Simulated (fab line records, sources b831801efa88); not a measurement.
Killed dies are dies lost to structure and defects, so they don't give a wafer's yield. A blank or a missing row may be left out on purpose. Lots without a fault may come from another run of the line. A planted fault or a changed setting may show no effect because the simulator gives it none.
A struck lot beside a sound one | flow sfq_line | 14 steps out of a route of 325
Sound: wafers L543.1, L543.2, L543.5. Struck: wafer L560.6. (L560.1 of the same lot was not struck and is left out.) The cause comes at the end.
At each step with rows: each side's tool, then ch and its chambers, then its first start. Under that, the readings that differ: sound wafers | struck wafers | difference of the means | sigmas: that difference in standard deviations of wafers without a fault.
alike: readings whose means differ by less than 2 such deviations, and words and numbers that are the same on both sides. not compared: withheld readings, readings that some wafer has no value for, bounds like >300 that may hide the same value, and numbers for which the record gives no deviation and whose values overlap.
The two part at a step that has a row with sigmas, a row that says differs or no value, or rows on one side only. Numbers that don't overlap but have no deviation are shown without sigmas and don't part them. A reading that every wafer of one side lacks parts them only if that side has two wafers or more.

first, 6 steps without rows for these wafers: SFQ_TRILAYER_M0_LITHO_COAT_026 (resist thk 62 nm); SFQ_TRILAYER_M0_LITHO_COAT_021 (resist thk 600 nm); SFQ_TRILAYER_M0_LITHO_SOFTBAKE_025; SFQ_TRILAYER_M0_LITHO_EXPOSE_022 (exposes mask M0, target cd 500 nm); SFQ_TRILAYER_M0_LITHO_PEB_024 (peb time 60 s); SFQ_TRILAYER_M0_LITHO_DEVELOP_023 (time 60 s).
SFQ_M0_OVL_MEAS_906:
  sound on overlay-01, day 7 23:44; struck on overlay-02, day 12 04:49
  alike: M0_OVL
SFQ_TRILAYER_M0_BARC_OPEN_METAL_ETCH_031: etches BARC in O2, target depth 125 nm, time 41.7 s.
  sound on rie_metal-01 ch 0,1, day 7 23:47; struck on rie_metal-03 ch 1, day 12 04:51
  reading                     | sound       | struck | difference | sigmas
  drypump_motor_current_A (A) | 5.0 5.6 5.0 | 6.5    | +1.3       | +2
  alike: bias_w, oes_product_au
  not compared: rf_hours_counter_h
SFQ_TRILAYER_M0_ETCH_METAL_ETCH_024: etches Nb in Cl2/Ar, stops on SiO2, target depth 240 nm, time 120 s.
  sound on rie_metal-01 ch 0,1, day 7 23:50; struck on rie_metal-03 ch 1, day 12 04:55
  reading                     | sound       | struck | difference | sigmas
  drypump_motor_current_A (A) | 5.0 5.6 5.0 | 6.5    | +1.3       | +2
  alike: bias_w, oes_product_au
  not compared: rf_hours_counter_h
SFQ_TRILAYER_M0_STRIP_STRIP_025: strips in O2.
  sound on rie_metal-01 ch 0,1, day 7 23:58; struck on rie_metal-03 ch 1, day 12 05:02
  reading                     | sound       | struck | difference | sigmas
  drypump_motor_current_A (A) | 5.0 5.6 5.0 | 6.6    | +1.4       | +3
  alike: oes_product_au
  not compared: rf_hours_counter_h
then, 1 step without rows for these wafers: SFQ_TRILAYER_M0_STRIP_SOLV_CLEAN_026 (cleans in NMP, time 600 s).
SFQ_TRILAYER_I0_DEP_PECVD_027: deposits SiO2 from SiH4/N2O, time 111.11 s, target thk 500 nm.
  sound on pecvd-02 ch 0,1, day 8 00:55; struck on pecvd-04 ch 2, day 12 05:49
  reading                                             | sound             | struck | difference | sigmas
  run_length_s (s)                                    | 139.6 138.6 139.0 | 153.6  | +14.5      | +22
  model.SiO2_of_TRILAYER_I0_DEP_PECVD_027.thk_nm (nm) | 493.3 502.1 500.4 | 571.1  | +72.5      |
  alike: heater_power_w, throttle_valve_pct
SFQ_TRILAYER_I0_CMP_CMP_028: polishes SiO2.
  sound on cmp-02 ch 1,3, day 8 10:39; struck on cmp-02 ch 1, day 12 07:53
  reading                | sound       | struck | difference | sigmas
  time_to_endpoint_s (s) | 202 209 208 | 263    | +57        | +6
  alike: motor_current_A
SFQ_I0_BOW_MEAS_907:
  sound on film_metro-03, day 8 13:09; struck on film_metro-04, day 12 08:59
  alike: I0_BOW

WHERE THEY PART
First at SFQ_TRILAYER_M0_BARC_OPEN_METAL_ETCH_031; last, within this record, at SFQ_TRILAYER_I0_CMP_CMP_028. Later steps at which nothing parts them and some readings are alike: SFQ_I0_BOW_MEAS_907.

WHY: what the simulator had put in
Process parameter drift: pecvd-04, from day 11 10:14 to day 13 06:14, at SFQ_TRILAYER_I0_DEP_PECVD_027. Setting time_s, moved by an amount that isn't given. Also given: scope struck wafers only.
